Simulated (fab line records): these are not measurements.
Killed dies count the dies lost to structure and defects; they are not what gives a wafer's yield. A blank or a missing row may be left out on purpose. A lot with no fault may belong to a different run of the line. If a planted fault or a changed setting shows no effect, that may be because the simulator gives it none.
Matching of chambers	flow sfq line	SFQ_TRILAYER_I2_VIA_ETCH_VIA_ETCH_070 on rie diel-01 has 4 sister chambers
The step etches SiO2 in CHF3, stops on Nb, target depth 260 nm. 8 wafers are shown with their chamber, then 8 later ones without.

== EACH WAFER AND ITS CHAMBER ==
wafer	chamber	drypump motor current A (A)	bias w (W)
L528.1	0	5.6	79.79
L529.1	0	5.6	79.63
L533.3	3	6.3	79.58
L533.6	2	5.9	79.88
L541.3	1	6.7	80.22
L542.3	3	6.4	80.40
L542.5	1	6.7	80.13
L543.1	2	5.9	80.39

== WAFERS MISSING THEIR CHAMBER ==
wafer	drypump motor current A (A)	bias w (W)
L543.3	5.5	79.61
L543.6	5.5	79.88
L544.2	6.4	80.12
L544.3	5.6	79.73
L544.5	5.9	79.81
L548.1	6.7	80.12
L548.2	5.6	80.07
L548.6	5.9	80.09

== WHICH CHAMBER EACH ONE RAN IN ==
wafer	from the rows above	in truth
L543.3	0	0
L543.6	0	0
L544.2	3	3
L544.3	0	0
L544.5	2	2
L548.1	1	1
L548.2	0	0
L548.6	2	2
Placed correctly: 8 of 8. Can't be placed from these rows: 0. 0 placed wrongly.
How it was worked out, from the rows above alone: a wafer's distance from a chamber is the root of the sum, over the readings, of the square of ((its reading less the chamber's mean) divided by the reading's scatter). If the next closest chamber is less than 2 further off than the closest, the wafer can't be placed; otherwise it belongs to the closest. A chamber's mean is the mean of its shown wafers. The scatter is the square root of a quotient: the sum, over the shown wafers, of each reading's squared deviation from its chamber's mean, divided by wafers minus chambers.
